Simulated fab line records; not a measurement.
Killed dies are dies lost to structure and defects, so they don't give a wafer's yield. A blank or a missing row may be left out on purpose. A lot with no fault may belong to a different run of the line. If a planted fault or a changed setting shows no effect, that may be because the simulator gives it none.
Chamber matching | flow sky130 | SKY_VIA2_ETCH_15 on rie diel-04 has 4 sister chambers
The step etches SiO2 in C4F8/O2/Ar, stops on TiN, target depth 546 nm, time 84 s. 14 wafers are shown with their chamber, then 7 later ones without.

## WAFERS, EACH WITH ITS CHAMBER
wafer  | chamber | oes product au (a.u.)
L573.2 | 3       | 0.939
L573.3 | 1       | 0.943
L573.4 | 2       | 0.947
L574.2 | 1       | 0.940
L574.3 | 0       | 0.939
L574.5 | 2       | 0.940
L575.1 | 0       | 0.948
L575.2 | 1       | 0.943
L575.6 | 2       | 0.933
L576.2 | 0       | 0.943
L576.4 | 2       | 0.944
L576.6 | 1       | 0.940
L577.1 | 2       | 0.936
L577.5 | 2       | 0.935

SIGNATURES, as means of the wafers listed above
reading        | chamber 0 | chamber 1 | chamber 2 | chamber 3 | scatter within a chamber
oes product au | 0.94333   | 0.94150   | 0.93917   | 0.93900   | 0.00448
Rule: distance of a wafer from a chamber = root of the sum over the readings of ((wafer's reading minus chamber's mean) / reading's scatter) squared. The wafer belongs to the nearest chamber; if the next one is less than 2 further off, it can't be placed. The scatter: the root of (the sum of the squares of (reading less its chamber's mean) over the shown wafers, divided by (wafers less chambers)).

## WAFERS WITH NO CHAMBER GIVEN
wafer  | oes product au (a.u.)
L577.6 | 0.934
L592.1 | 0.935
L592.2 | 0.936
L592.5 | 0.941
L593.4 | 0.941
L593.5 | 0.944
L593.6 | 0.944

## EACH ONE'S CHAMBER
wafer  | from the rows above               | in truth
L577.6 | can't be placed: 3 or 2 or 1 or 0 | 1
L592.1 | can't be placed: 3 or 2 or 1 or 0 | 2
L592.2 | can't be placed: 3 or 2 or 1 or 0 | 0
L592.5 | can't be placed: 1 or 2 or 3 or 0 | 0
L593.4 | can't be placed: 1 or 2 or 3 or 0 | 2
L593.5 | can't be placed: 0 or 1 or 2 or 3 | 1
L593.6 | can't be placed: 0 or 1 or 2 or 3 | 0
Placed correctly: 0 of 7. From these rows, 7 cannot be placed; in 7 the true chamber is one of the candidates. Placed wrongly: 0.
